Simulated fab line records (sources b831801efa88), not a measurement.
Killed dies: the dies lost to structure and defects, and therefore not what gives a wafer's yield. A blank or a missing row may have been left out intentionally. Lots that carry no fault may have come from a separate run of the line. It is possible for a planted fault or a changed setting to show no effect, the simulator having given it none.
Struck lot and sound lot, side by side    flow gf180mcu    14 steps out of a route of 602
Sound: the wafers L958.2, L958.5, L958.6. Struck: wafers L956.2, L956.3, L956.6. The cause is named last.
Order at every step that has rows: each side's tool, ch and its chambers, its first start. Under that, the readings that differ: sound wafers    struck wafers    difference of the means    sigmas: that difference in standard deviations of wafers without a fault.
alike: a reading whose means differ by less than 2 such deviations, as well as words and numbers matching on both sides. not compared: withheld readings; readings where some wafer has no value; bounds like >300 that might hide an equal value; numbers whose values overlap and for which the record gives no deviation.
The two part at a step that has a row with sigmas, a row that says differs or no value, or rows on one side only. When numbers do not overlap yet have no deviation, they are printed without sigmas and do not part them. A reading missing from all wafers of one side parts the sides only when that side holds two or more wafers.

first, 6 steps without rows for these wafers: GF_M4_HMDS_08 (prime time 60 s); GF_M4_COAT_09 (resist thk 1000 nm); GF_M4_SOFTBAKE_10 (time 60 s); GF_M4_EXPOSE_11 (exposes mask Metal4, target cd 280 nm); GF_M4_PEB_12 (peb time 90 s); GF_M4_DEVELOP_13 (develop time 60 s).
GF_M4_CD_MEAS_14: the cd target is 280 nm.
  sound: cd_sem-02 at day 27 00:46; struck: cd_sem-02 at day 26 04:47
  alike: cd_nm
GF_M4_OVL_MEAS_15:
  sound: overlay-01 at day 27 00:52; struck: overlay-02 at day 26 04:53
  alike: M4_OVL
GF_M4_METAL_ETCH_16: etches the open film in Cl2/BCl3, stops on SiO2, target depth 750.8 nm, time 125.1 s.
  sound on rie_metal-02 ch 0,1, day 27 00:54; struck on rie_metal-04 ch 0,1, day 26 04:55
  alike: drypump_motor_current_A, he_backside_leak_sccm, oes_product_au, throttle_valve_pct
  not compared: rf_hours_counter_h
GF_M4_STRIP_17: strips in O2/N2.
  sound on plasma_asher-03 ch 0,1, day 27 01:02; struck on plasma_asher-02 ch 0,1, day 26 05:02
reading                       sound           struck          difference  sigmas
strip_time_to_endpoint_s (s)  7.31 7.33 7.37  7.46 7.48 7.40  +0.11       +2
  alike: drypump_motor_current_A, heater_power_w, oes_product_au
  not compared: rf_hours_counter_h
then, 2 steps without rows for these wafers: GF_M4_STRIP_18 (strips in post etch residue remover, time 1200 s); GF_M4_CLEAN_19 (cleans in DIW).
GF_V4_CVD_00: deposits SiO2, target thk 600 nm, time 100 s.
  sound on hdpcvd-02 ch 0,1,2, day 27 01:34; struck on hdpcvd-01 ch 0,2, day 26 05:35
  no value came back on the struck wafers for pressure_mtorr (mTorr), run_length_s (s), sih4_flow_sccm (sccm), susceptor_temp_C (C); on the sound wafers pressure_mtorr (mTorr) reads 5.996 5.990 5.990
GF_PASSIVATION_PROBE_99:
  sound wafers here have rows in the record (prober-02, day 32 01:23); struck ones have none

== WHERE THEY PART ==
At GF_M4_STRIP_17 first; at GF_PASSIVATION_PROBE_99 last (within this record only).

WHY: the cause the simulator had injected
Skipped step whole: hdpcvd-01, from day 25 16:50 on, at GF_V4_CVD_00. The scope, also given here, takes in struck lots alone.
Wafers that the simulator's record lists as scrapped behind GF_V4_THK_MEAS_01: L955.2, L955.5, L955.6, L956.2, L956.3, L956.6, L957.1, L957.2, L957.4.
